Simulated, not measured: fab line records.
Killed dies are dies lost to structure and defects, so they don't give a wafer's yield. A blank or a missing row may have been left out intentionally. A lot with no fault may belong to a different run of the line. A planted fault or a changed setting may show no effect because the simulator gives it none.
What tool caused it? -- flow gf180mcu -- Sampling: 12 lots, 34 wafers, 6 of 602 route steps

## WHAT EACH GAUGE READ, for each wafer
GF_V1_THK_MEAS_03.
lot,measured,on,V1_CVD_02_THK (nm)
L803,day 16 23:04,film metro-04,841 850 855
L804,day 17 06:34,film metro-02,839 837 852
L806,day 18 12:10,film metro-01,855 861 863
L807,day 18 16:32,film metro-02,841 838 848
L812,day 20 08:30,film metro-04,859 856
L815,day 21 18:53,film metro-02,868 836
L818,day 22 20:26,film metro-02,830 832 853
L822,day 23 22:24,film metro-04,845 845 854
L823,day 24 04:40,film metro-01,848 853 860
L824,day 24 14:43,film metro-04,841 855 850
L825,day 24 23:32,film metro-01,852 873 852
L826,day 25 01:14,film metro-01,858 859 871

GF_V2_THK_MEAS_03.
lot,measured,on,V2_CVD_02_THK (nm)
L803,day 19 00:37,film metro-02,838 852 880
L804,day 19 09:01,film metro-03,831 856 873
L806,day 20 16:01,film metro-02,842 845 871
L807,day 20 20:19,film metro-01,845 842 864
L812,day 22 13:11,film metro-02,773 791 774 791
L815,day 23 19:35,film metro-02,776 791 775 791
L818,day 24 19:39,film metro-01,838 836 854
L822,day 25 20:28,film metro-01,849 846 843
L823,day 26 03:02,film metro-01,851 840 849
L824,day 26 12:38,film metro-02,834 857 861
L825,day 26 21:34,film metro-03,846 860 870
L826,day 26 22:44,film metro-02,853 857 860

GF_V2_OVL_MEAS_15.
lot,measured,on,V2_OVL (nm)
L803,day 20 01:34,overlay-02,-7 -8 -4
L804,day 20 09:49,overlay-01,7 9 10
L806,day 21 17:33,overlay-01,-7 5 -4
L807,day 21 20:19,overlay-01,-1 4 0
L812,day 23 11:59,overlay-02,9 6
L815,day 24 17:38,overlay-02,0 2
L818,day 25 17:41,overlay-01,-4 1 1
L822,day 26 17:55,overlay-02,-9 -7 -12
L823,day 26 23:52,overlay-02,3 4 4
L824,day 27 09:49,overlay-01,1 1 -4
L825,day 27 18:31,overlay-01,4 1 3
L826,day 27 19:37,overlay-01,-11 0 -7

## TOOL THAT RAN EACH LOT (tool first, then ch and the chambers of the sampled wafers, then the start)
lot,GF_V1_CMP_04,GF_V2_CVD_02,GF_V2_CMP_04
L803,"cmp-02 ch 1,2, day 16 23:07","pecvd-04 ch 1,2, day 19 00:32","cmp-01 ch 0,1,3, day 19 00:46"
L804,"cmp-01 ch 1,3, day 17 06:37","pecvd-01 ch 0,1, day 19 08:56","cmp-02 ch 0,1,2, day 19 09:04"
L806,"cmp-01 ch 0,1,3, day 18 12:13","pecvd-01 ch 0,1, day 20 15:57","cmp-01 ch 0,1,3, day 20 17:20"
L807,"cmp-02 ch 0,2,3, day 18 16:35","pecvd-02 ch 0,1,2, day 20 20:14","cmp-02 ch 0,1,3, day 20 20:25"
L812,"cmp-02 ch 0,3, day 20 08:43","pecvd-04 ch 1,2, day 22 13:07","cmp-02 ch 2,3, day 22 22:53"
L815,"cmp-01 ch 0,1, day 21 19:07","pecvd-04 ch 0,1, day 23 19:31","cmp-02 ch 2,3, day 23 22:05"
L818,"cmp-01 ch 0,2,3, day 22 20:53","pecvd-02 ch 0,2, day 24 19:34","cmp-02 ch 1,2,3, day 24 19:42"
L822,"cmp-02 ch 0,1,2, day 23 22:30","pecvd-01 ch 0,1,2, day 25 20:23","cmp-01 ch 0,1,2, day 25 20:31"
L823,"cmp-02 ch 2,3, day 24 04:43","pecvd-01 ch 0,1, day 26 02:58","cmp-02 ch 1,3, day 26 03:08"
L824,"cmp-02 ch 1,2, day 24 14:49","pecvd-01 ch 0,1,2, day 26 12:34","cmp-01 ch 0,1,2, day 26 12:48"
L825,"cmp-02 ch 1,2, day 25 00:14","pecvd-04 ch 0,1,2, day 26 21:29","cmp-02 ch 0,1,3, day 26 21:40"
L826,"cmp-01 ch 1,2, day 25 01:17","pecvd-04 ch 0,2, day 26 22:40","cmp-02 ch 2,3, day 26 22:47"
- GF_V1_CMP_04: polishes SiO2.
- GF_V2_CVD_02: deposits SiO2 from TEOS, target thk 850 nm, time 94.851 s.
- GF_V2_CMP_04: polishes SiO2.

## WHAT THE TOOLS THEMSELVES READ (means of the sampled wafers that have a number; where no wafer has one, the mark that the record gives instead)
GF_V1_CMP_04.
lot,tool,motor current A (A),time to endpoint s (s)
L803,cmp-02,11.3,76
L804,cmp-01,13.6,80
L806,cmp-01,12.8,86
L807,cmp-02,12.4,70
L812,cmp-02,12.6,76
L815,cmp-01,13.2,84
L818,cmp-01,11.2,74
L822,cmp-02,11.4,80
L823,cmp-02,12.9,81
L824,cmp-02,11.1,81
L825,cmp-02,10.9,82
L826,cmp-01,13.4,82

GF_V2_CVD_02.
lot,tool,heater power w (W)
L803,pecvd-04,639
L804,pecvd-01,620
L806,pecvd-01,753
L807,pecvd-02,683
L812,pecvd-04,604
L815,pecvd-04,684
L818,pecvd-02,751
L822,pecvd-01,660
L823,pecvd-01,728
L824,pecvd-01,665
L825,pecvd-04,644
L826,pecvd-04,694

GF_V2_CMP_04.
lot,tool,motor current A (A),time to endpoint s (s)
L803,cmp-01,12.8,81
L804,cmp-02,11.8,76
L806,cmp-01,12.6,83
L807,cmp-02,12.3,74
L812,cmp-02,12.2,50
L815,cmp-02,12.4,52
L818,cmp-02,12.0,75
L822,cmp-01,11.9,78
L823,cmp-02,12.2,81
L824,cmp-01,11.6,81
L825,cmp-02,12.4,83
L826,cmp-02,12.5,84

## THE ANSWER, worked out from the rows above alone
Rule: the usual values come from the lots themselves. Put in order of their means at a reading, lots are off if they are a third of the lots or fewer, leave a main group of 4 or more, and stand apart from it by a gap of 3 or more times the standard deviation of the main group's means; of several such gaps the widest counts. The tables above print the reading to a certain number of digits; a main group whose means all agree to those digits is not used. A lot without any number at a reading at which 4 lots or more have one is off too. The other lots that the step has rows for count as sound. First the gauges in route order, then the tools' own readings, where a lot's mean is used as printed above. The first step at which some lot is off is used, and at that step the reading that is off furthest; a lot without a number counts as furthest.
Off: L812, L815, at GF_V2_THK_MEAS_03 (V2_CVD_02_THK). Mean 851 nm and standard deviation 4.9 in the main group.
If a tool, at a process step before that reading, ran all the lots that are off and no sound lot after the first of them, it fits. Not tried: the gauges at GF_V2_THK_MEAS_03; whatever is off there is also off at GF_V2_CMP_04, on other tools, and gauge error can't account for it. None of those tried fits.

## WHAT THE SIMULATOR PUT IN
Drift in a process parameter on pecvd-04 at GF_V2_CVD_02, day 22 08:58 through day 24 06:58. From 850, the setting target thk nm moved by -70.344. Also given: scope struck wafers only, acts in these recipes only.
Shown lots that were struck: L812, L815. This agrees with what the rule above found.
